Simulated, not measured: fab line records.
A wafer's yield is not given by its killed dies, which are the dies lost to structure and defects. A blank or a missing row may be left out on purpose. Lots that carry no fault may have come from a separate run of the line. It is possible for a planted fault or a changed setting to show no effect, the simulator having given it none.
A lot that was struck, set against a sound lot + flow sky130 + 19 steps out of a route of 708
Sound: wafers L281.2, L281.3, L281.5. Wafers L299.2, L299.3, L299.5 were the ones struck. The cause is given at the end.
At each step with rows: each side's tool, then ch and its chambers, then its first start. Under that, the readings that differ: sound wafers + struck wafers + difference of the means + sigmas: that difference in standard deviations of wafers without a fault.
alike: words and numbers the same on both sides, and readings whose means are apart by under 2 such deviations; not compared: readings that were withheld, readings missing a value for some wafer, numbers with overlapping values and no deviation given by the record, and bounds like >300 which may hide the same value.
The two part at a step that has a row with sigmas, a row that says differs or no value, or rows on one side only. Numbers that have no deviation but don't overlap get no sigmas and don't part them. Lack of a reading on every wafer of one side parts them only where that side has two or more wafers.

first, 1 step without rows for these wafers: SKY_VT_ADJUST_NCORE_DEVELOP_06 (develop time 60 s).
SKY_VT_ADJUST_NCORE_CD_MEAS_07 targets a cd of 380 nm.
  sound on cd_sem-02 at day 9 18:37; struck on cd_sem-01 at day 15 03:10
  alike: cd_nm
SKY_VT_ADJUST_NCORE_OVL_MEAS_08:
  sound on overlay-02 at day 9 18:43; struck on overlay-02 at day 15 03:16
  alike: VT_ADJUST_NCORE_OVL
next, for these wafers, 1 step has no rows: SKY_VT_ADJUST_NCORE_IMPLANT_09.
SKY_VT_ADJUST_NCORE_STRIP_10: strips in O2/N2.
  sound on plasma_asher-04 ch 0, day 9 18:54; struck on plasma_asher-04 ch 0,1, day 15 03:27
  alike: drypump_motor_current_A, oes_product_au, strip_time_to_endpoint_s
  not compared: rf_hours_counter_h
SKY_VT_ADJUST_NCORE_TW_MEAS_11:
  sound on film_metro-01 at day 9 19:01; struck on film_metro-01 at day 15 03:34
  alike: VT_ADJUST_NCORE_TW
then, 6 steps without rows for these wafers: SKY_VT_ADJUST_HVTR_DEHYDRATE_00 (time 60 s); SKY_VT_ADJUST_HVTR_HMDS_01 (prime time 60 s); SKY_VT_ADJUST_HVTR_COAT_02 (resist thk 1140 nm); SKY_VT_ADJUST_HVTR_SOFTBAKE_03 (time 60 s); SKY_VT_ADJUST_HVTR_EXPOSE_04 (exposes mask HVTRM, target cd 380 nm); SKY_VT_ADJUST_HVTR_PEB_05.
SKY_VT_ADJUST_HVTR_DEVELOP_06: develop time 60 s.
  sound on litho_track-01 ch 0, day 10 16:04; struck on litho_track-01 ch 0, day 16 07:07
SKY_VT_ADJUST_HVTR_CD_MEAS_07 targets a cd of 380 nm.
  sound on cd_sem-01 at day 10 16:13; struck on cd_sem-01 at day 16 07:16
| reading    | sound             | struck | difference                    | sigmas |
|------------|-------------------|--------|-------------------------------|--------|
| cd_nm (nm) | 375.3 377.1 377.9 | - - -  | no value on the struck wafers |        |
SKY_VT_ADJUST_HVTR_OVL_MEAS_08:
  sound on overlay-02 at day 10 16:19; struck on overlay-02 at day 16 07:22
| reading                 | sound       | struck | difference                    | sigmas |
|-------------------------|-------------|--------|-------------------------------|--------|
| VT_ADJUST_HVTR_OVL (nm) | 3.1 0.6 0.3 | - - -  | no value on the struck wafers |        |
next, for these wafers, 1 step has no rows: SKY_VT_ADJUST_HVTR_IMPLANT_09.
SKY_VT_ADJUST_HVTR_STRIP_10: strips in O2/N2.
  sound on plasma_asher-01 ch 0,1, day 10 16:30; struck on plasma_asher-03 ch 0, day 16 07:33
  alike: drypump_motor_current_A, oes_product_au, strip_time_to_endpoint_s
  not compared: rf_hours_counter_h
SKY_VT_ADJUST_HVTR_TW_MEAS_11:
  sound on film_metro-04 at day 10 16:37; struck on film_metro-04 at day 16 07:40
| reading           | sound             | struck         | difference | sigmas |
|-------------------|-------------------|----------------|------------|--------|
| VT_ADJUST_HVTR_TW | 213.5 212.0 212.7 | 30.1 30.1 30.2 | -182.6     | -61    |
then, 1 step without rows for these wafers: SKY_VT_ADJUST_PCH_DEHYDRATE_00 (time 60 s).

WHERE THEY PART
Earliest at SKY_VT_ADJUST_HVTR_CD_MEAS_07; latest, in this record, at SKY_VT_ADJUST_HVTR_TW_MEAS_11.

WHY: what the simulator had put in
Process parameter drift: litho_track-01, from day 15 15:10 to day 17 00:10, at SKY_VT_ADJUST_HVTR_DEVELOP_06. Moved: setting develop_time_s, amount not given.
